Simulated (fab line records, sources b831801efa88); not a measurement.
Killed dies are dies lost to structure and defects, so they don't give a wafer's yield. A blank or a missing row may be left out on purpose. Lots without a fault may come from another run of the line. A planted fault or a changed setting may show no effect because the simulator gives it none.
A struck lot beside a sound one | flow sky130 | 16 steps out of a route of 708
Sound: wafers L248.2, L248.3, L248.4. Struck: wafer L256.3. (L256.1, L256.6 of the same lot were not struck and are left out.) The cause comes at the end.
At each step with rows: each side's tool, then ch and its chambers, then its first start. Under that, the readings that differ: sound wafers | struck wafers | difference of the means | sigmas: that difference in standard deviations of wafers without a fault.
alike: readings whose means differ by less than 2 such deviations, and words and numbers that are the same on both sides. not compared: withheld readings, readings that some wafer has no value for, bounds like >300 that may hide the same value, and numbers for which the record gives no deviation and whose values overlap.
The two part at a step that has a row with sigmas, a row that says differs or no value, or rows on one side only. Numbers that don't overlap but have no deviation are shown without sigmas and don't part them. A reading that every wafer of one side lacks parts them only if that side has two wafers or more.

first, 9 steps without rows for these wafers: SKY_CAP2M_CLEAN_17 (cleans in O3/DIW); SKY_METAL4_DEHYDRATE_05 (time 60 s); SKY_METAL4_HMDS_06 (prime time 60 s); SKY_METAL4_COAT_07 (resist thk 60 nm); SKY_METAL4_COAT_08 (resist thk 1140 nm); SKY_METAL4_SOFTBAKE_09 (time 90 s); SKY_METAL4_EXPOSE_10 (exposes mask MM4, target cd 300 nm); SKY_METAL4_PEB_11; SKY_METAL4_DEVELOP_12 (develop time 60 s).
SKY_METAL4_CD_MEAS_13: target cd 300 nm.
  sound on cd_sem-01, day 44 02:35; struck on cd_sem-02, day 45 22:13
  alike: cd_nm
SKY_METAL4_OVL_MEAS_14:
  sound on overlay-02, day 44 02:41; struck on overlay-02, day 45 22:20
  alike: METAL4_OVL
SKY_METAL4_DESCUM_15: chemistry O2, time 8 s.
  sound on rie_metal-03 ch 0,1, day 44 02:43; struck on rie_metal-03 ch 0, day 45 22:22
  reading                        | sound              | struck | difference | sigmas
  chamber_pressure_mTorr (mTorr) | 10.013 9.996 9.987 | 10.018 | +0.019     | +2
  alike: drypump_motor_current_A, he_backside_leak_sccm, oes_product_au
  not compared: rf_hours_counter_h
SKY_METAL4_ETCH_16: etches BARC in N2/H2, stops on SiO2, time 88.2 s, target depth 60 nm.
  sound on rie_metal-03 ch 0,1, day 44 02:44; struck on rie_metal-03 ch 0, day 45 22:24
  reading                                       | sound           | struck | difference | sigmas
  model.KrF-thick_of_METAL4_COAT_08.thk_nm (nm) | 1077 1077 1076  | 1084   | +7         |
  model.METAL4.cd_nm (nm)                       | 301 300.5 301.4 | 304.1  | +3.1       |
  alike: chamber_pressure_mTorr, drypump_motor_current_A, he_backside_leak_sccm, oes_product_au, throttle_valve_pct
  not compared: rf_hours_counter_h
SKY_METAL4_ETCH_17: etches SiO2 in C4F8/O2/Ar, stops on TiN, time 3.9 s, target depth 15 nm.
  sound on rie_diel-01 ch 1,2,3, day 44 02:50; struck on rie_diel-04 ch 1, day 45 22:30
  reading                 | sound           | struck | difference | sigmas
  model.METAL4.cd_nm (nm) | 301 300.6 301.4 | 304.1  | +3.1       |
  alike: chamber_pressure_mTorr, oes_product_au
  not compared: rf_hours_counter_h
SKY_METAL4_METAL_ETCH_18: etches the open film in Cl2/BCl3, stops on SiO2, target depth 845 nm, time 183.1 s.
  sound on rie_metal-01 ch 0,1, day 44 02:52; struck on rie_metal-01 ch 1, day 45 22:31
  reading                      | sound          | struck | difference | sigmas
  he_backside_leak_sccm (sccm) | 3.76 3.11 3.68 | 3.12   | -0.40      | -2
  alike: chamber_pressure_mTorr, drypump_motor_current_A, oes_product_au, throttle_valve_pct
  not compared: rf_hours_counter_h
-- the record jumps here: 4 days lie between the struck wafers' starts before and after (it left off in module METAL4 and takes up again in module PAD_OPEN, whose first step shown is number 708 of the route) --
SKY_PAD_OPEN_PROBE_99:
  sound on prober-02, day 47 19:42; struck on prober-01, day 49 11:27
  alike: defect_limited_yield, killed_at_M0_to_M3, killed_at_M4_up, killed_at_contacts, killed_at_front_end, killed_at_other, killed_dies, killed_on_rim, killed_open, killed_short, sort_bin_3_pad_short, sort_bin_5_function, sort_bin_6_memory, sort_n_pass, sort_yield_pct

WHERE THEY PART
First at SKY_METAL4_DESCUM_15; last, within this record, at SKY_METAL4_METAL_ETCH_18. Later steps at which nothing parts them and some readings are alike: SKY_PAD_OPEN_PROBE_99.

WHY: what the simulator had put in
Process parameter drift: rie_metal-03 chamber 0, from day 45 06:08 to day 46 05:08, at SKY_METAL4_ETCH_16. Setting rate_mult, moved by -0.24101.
